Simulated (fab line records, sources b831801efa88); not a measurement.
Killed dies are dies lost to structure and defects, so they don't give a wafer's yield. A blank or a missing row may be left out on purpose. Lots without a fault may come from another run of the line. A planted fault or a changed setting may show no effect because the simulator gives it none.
One fault seen from 2 desks | flow sky130 | each desk has only its own numbers; what lay behind them comes last

THE METROLOGY DESK
What the gauges read, lot by lot, whatever tool the lot ran on: means of the sampled wafers that have a number. A lot is out of limits, marked OUT, if its mean lies more than 4 standard deviations from the usual mean; the brackets give that distance.
Columns: A = FIELD_ISO_OXIDATION_00_THK at SKY_FIELD_ISO_THK_MEAS_02, usual 11.92 nm; B = DNWELL_TW at SKY_DNWELL_TW_MEAS_09, usual 1116; C = PWDE_TW at SKY_PWDE_TW_MEAS_10, usual 374
lot  | first seen here | A     | B            | C
L507 | day 1 13:10     | 11.95 | 1124         | 368
L508 | day 1 17:36     | 12.07 | 1141         | 368
L509 | day 1 21:55     | 11.87 | 1093         | 372
L511 | day 2 09:54     | 11.62 | 1134         | 368
L512 | day 2 12:56     | 11.85 | 1092         | 376
L513 | day 2 18:04     | 11.71 | 1108         | 370
L515 | day 3 03:44     | 11.75 | 1089         | 376
L516 | day 3 09:01     | 12.08 | 1092         | 381
L519 | day 3 23:38     | 12.33 | 1100         | 379
L520 | day 4 05:22     | 11.72 | 1124         | 375
L521 | day 4 09:39     | 11.91 | 30 (-64) OUT | 375
L522 | day 4 14:55     | 12.38 | 30 (-64) OUT | 378
L527 | day 5 16:17     | 12.05 | 1115         | 380
L530 | day 6 07:59     | 11.99 | 1105         | 380
This desk's finding: out of limits on L521, L522; first on L521, day 6 07:16 (DNWELL_TW at SKY_DNWELL_TW_MEAS_09). In limits: L507, L508, L509, L511, L512, L513, L515, L516, L519, L520, L527, L530.

THE TOOL OWNER'S DESK: iline_stepper-01
The tool's own readings at SKY_DNWELL_EXPOSE_04 (exposes mask DNM, target cd 3000 nm): means of the sampled wafers that have a number, for each lot that ran on this tool. A lot is out of limits, marked OUT, if its mean lies more than 4 standard deviations from the usual mean; the brackets give that distance.
Columns: A = exposure_dose_mJ_cm2 at SKY_DNWELL_EXPOSE_04, usual 222.03; B = focus_offset_nm at SKY_DNWELL_EXPOSE_04, usual 0.0 nm
lot  | first seen here | A      | B
L507 | day 2 22:36     | 221.99 | 0.7
L513 | day 4 03:19     | 221.76 | -0.1
L515 | day 4 14:04     | 221.89 | 0.3
L516 | day 4 19:33     | 222.14 | 0.1
L519 | day 5 11:14     | 221.89 | 0.3
This desk's finding: nothing out of limits on any of the 5 lots.

PUT TOGETHER
The metrology desk could have raised an alarm at day 6 07:16, on L521, L522.
The tool owner's desk saw nothing out of limits.
The tool owner's desk has no number on record for L521, L522.
Of the lots named, all ran SKY_DNWELL_EXPOSE_04 on iline_stepper-01.

WHAT THE SIMULATOR HAD PUT IN
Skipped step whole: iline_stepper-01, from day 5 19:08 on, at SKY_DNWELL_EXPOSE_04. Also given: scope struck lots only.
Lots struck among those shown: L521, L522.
Hours from the fault's start to each desk's first reading out of limits: the metrology desk, 12.
